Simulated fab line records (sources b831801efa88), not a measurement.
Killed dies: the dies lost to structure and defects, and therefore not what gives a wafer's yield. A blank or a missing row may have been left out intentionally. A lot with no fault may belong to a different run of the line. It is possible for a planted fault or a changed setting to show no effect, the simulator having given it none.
What tool caused it? + flow sky130 + 42 wafers from 14 lots sampled at 4 of the route's 708 steps

WHAT THE GAUGES READ, wafer by wafer
SKY_NWELL_OVL_MEAS_23. Usual: NWELL_01_OVL typically reads -0.8 nm, with standard deviation 1.4.
| lot  | measured     | on         | NWELL_01_OVL (nm) | flag |
|------|--------------|------------|-------------------|------|
| L911 | day 6 01:14  | overlay-01 | -1.9 -2.7 -1.2    |      |
| L914 | day 6 02:13  | overlay-01 | -2.0 -0.9 -2.7    |      |
| L915 | day 6 12:52  | overlay-02 | -0.2 -1.6 -0.2    |      |
| L916 | day 6 18:10  | overlay-01 | -0.9 -1.0 -0.3    |      |
| L919 | day 7 09:28  | overlay-01 | 1.3 -2.5 -1.3     |      |
| L921 | day 7 17:52  | overlay-02 | -1.9 -1.2 -1.2    |      |
| L922 | day 8 02:46  | overlay-02 | 0.2 0.7 2.0       |      |
| L923 | day 8 08:10  | overlay-01 | 0.5 0.0 0.4       |      |
| L924 | day 8 14:01  | overlay-01 | 0.0 0.1 -0.4      |      |
| L925 | day 8 20:19  | overlay-01 | -0.4 -0.7 -1.5    |      |
| L930 | day 10 02:55 | overlay-02 | 0.0 1.3 0.8       |      |
| L932 | day 10 17:37 | overlay-02 | -2.7 -2.1 -2.1    |      |
| L933 | day 11 03:03 | overlay-02 | -4.8 -2.7 -2.4    |      |
| L934 | day 11 10:25 | overlay-01 | -0.6 -1.4 1.1     |      |

SKY_GATE_OXIDE_OVL_MEAS_10. Usual: GATE_OXIDE_OVL typically reads 0.6 nm, with standard deviation 1.1.
| lot  | measured     | on         | GATE_OXIDE_OVL (nm) | flag |
|------|--------------|------------|---------------------|------|
| L911 | day 14 17:16 | overlay-01 | 0.7 0.4 0.4         |      |
| L914 | day 14 17:34 | overlay-01 | 1.7 1.7 2.3         |      |
| L915 | day 16 19:34 | overlay-01 | 2.0 1.8 0.6         |      |
| L916 | day 16 21:37 | overlay-01 | 2.9 0.7 1.9         |      |
| L919 | day 17 00:06 | overlay-01 | 1.3 0.6 1.6         |      |
| L921 | day 17 06:13 | overlay-02 | 2.3 2.3 1.3         |      |
| L922 | day 17 12:18 | overlay-02 | 0.6 1.2 2.0         |      |
| L923 | day 17 20:20 | overlay-01 | -0.4 0.8 0.5        |      |
| L924 | day 18 05:52 | overlay-02 | 0.7 1.4 0.3         |      |
| L925 | day 18 19:43 | overlay-02 | -0.9 -0.1 -0.3      |      |
| L930 | day 20 20:30 | overlay-02 | -1.2 -1.2 -1.2      |      |
| L932 | day 21 12:01 | overlay-02 | 2.0 1.4 1.1         |      |
| L933 | day 21 19:21 | overlay-02 | -0.7 -1.9 -0.6      |      |
| L934 | day 22 00:04 | overlay-02 | 0.5 0.0 -0.3        |      |

SKY_SD_N_OVL_MEAS_08. Usual: SD_N_OVL typically reads 1.0 nm, with standard deviation 1.7.
| lot  | measured     | on         | SD_N_OVL (nm)  | flag |
|------|--------------|------------|----------------|------|
| L911 | day 28 23:45 | overlay-01 | 0.7 1.3 0.6    |      |
| L914 | day 29 01:47 | overlay-01 | 3.4 4.4 3.3    |      |
| L915 | day 31 03:11 | overlay-02 | 1.4 3.0 2.6    |      |
| L916 | day 31 03:29 | overlay-02 | 4.4 3.7 4.6    |      |
| L919 | day 31 06:13 | overlay-01 | -0.3 -1.7 0.5  |      |
| L921 | day 31 14:39 | overlay-01 | 0.8 2.4 1.8    |      |
| L922 | day 31 17:20 | overlay-02 | -2.2 -1.3 -0.3 |      |
| L923 | day 31 18:15 | overlay-02 | -0.4 -0.4 0.7  |      |
| L924 | day 32 05:41 | overlay-02 | 0.1 1.0 2.3    |      |
| L925 | day 32 18:47 | overlay-02 | -0.2 0.9 1.8   |      |
| L930 | day 34 13:22 | overlay-02 | 1.2 4.0 2.3    |      |
| L932 | day 35 01:47 | overlay-01 | 2.7 2.6 3.2    |      |
| L933 | day 35 06:20 | overlay-01 | 3.4 2.1 1.8    |      |
| L934 | day 35 12:41 | overlay-02 | 2.7 1.7 1.1    |      |

WHICH TOOL RAN EACH LOT (tool, then ch and the chambers of the sampled wafers, then the start)
| lot  | SKY_LDD_N_IMPLANT_08            |
|------|---------------------------------|
| L911 | implanter-01 ch 0, day 18 20:24 |
| L914 | implanter-01 ch 0, day 18 21:46 |
| L915 | implanter-01 ch 0, day 21 01:17 |
| L916 | implanter-03 ch 0, day 21 01:34 |
| L919 | implanter-01 ch 0, day 21 06:14 |
| L921 | implanter-01 ch 0, day 21 15:43 |
| L922 | implanter-03 ch 0, day 21 21:46 |
| L923 | implanter-03 ch 0, day 22 00:47 |
| L924 | implanter-03 ch 0, day 22 08:29 |
| L925 | implanter-01 ch 0, day 22 23:11 |
| L930 | implanter-01 ch 0, day 24 23:09 |
| L932 | implanter-03 ch 0, day 25 14:00 |
| L933 | implanter-02 ch 0, day 25 20:57 |
| L934 | implanter-01 ch 0, day 26 02:31 |
- SKY_LDD_N_IMPLANT_08

AS READ BY THE TOOLS THEMSELVES (means over the sampled wafers that have a number; for cases with no such wafer, the mark the record gives instead)
SKY_LDD_N_IMPLANT_08. Usual: beam_on_s 10.3 s, standard deviation 0.42; end_station_pressure_torr 5.31e-06 Torr, standard deviation 2.7e-07; faraday_current_uA 410, standard deviation 17.
| lot  | tool         | beam_on_s (s) | end_station_pressure_torr (Torr) | faraday_current_uA | flag |
|------|--------------|---------------|----------------------------------|--------------------|------|
| L911 | implanter-01 | 10.1          | 5.30e-06                         | 418                |      |
| L914 | implanter-01 | 9.9           | 5.59e-06                         | 429                |      |
| L915 | implanter-01 | 9.9           | 5.03e-06                         | 428                |      |
| L916 | implanter-03 | 10.9          | 5.48e-06                         | 388                |      |
| L919 | implanter-01 | 10.0          | 5.36e-06                         | 420                |      |
| L921 | implanter-01 | 10.0          | 5.37e-06                         | 426                |      |
| L922 | implanter-03 | 12.3          | 7.67e-05                         | 337                | OFF  |
| L923 | implanter-03 | 12.1          | 7.44e-05                         | 342                | OFF  |
| L924 | implanter-03 | 12.4          | 7.79e-05                         | 335                | OFF  |
| L925 | implanter-01 | 10.0          | 5.46e-06                         | 423                |      |
| L930 | implanter-01 | 10.1          | 5.24e-06                         | 418                |      |
| L932 | implanter-03 | 10.6          | 5.59e-06                         | 399                |      |
| L933 | implanter-02 | 9.8           | 5.47e-06                         | 431                |      |
| L934 | implanter-01 | 10.1          | 5.17e-06                         | 417                |      |

THE ANSWER, worked out from the rows above alone
Rule: a lot counts as off when the mean over its wafers that have a number is more than 3 standard deviations away from the usual mean. A lot without any number at a reading at which 4 lots or more have one is off too. All remaining lots with rows at the step are treated as sound. Order of review: gauges by route order, followed by the tools' own readings, for which a lot's mean as printed above is used. At the first step where some lot is off, the reading lying furthest off is the one used; lots without a number count as furthest.
Off: L922, L923, L924 (SKY_LDD_N_IMPLANT_08, end_station_pressure_torr).
A tool fits if, at that step or a process step before it, it ran every lot that is off, and no sound lot after the first of them. Of those tried, none fits.

WHAT WAS PUT IN BY THE SIMULATOR
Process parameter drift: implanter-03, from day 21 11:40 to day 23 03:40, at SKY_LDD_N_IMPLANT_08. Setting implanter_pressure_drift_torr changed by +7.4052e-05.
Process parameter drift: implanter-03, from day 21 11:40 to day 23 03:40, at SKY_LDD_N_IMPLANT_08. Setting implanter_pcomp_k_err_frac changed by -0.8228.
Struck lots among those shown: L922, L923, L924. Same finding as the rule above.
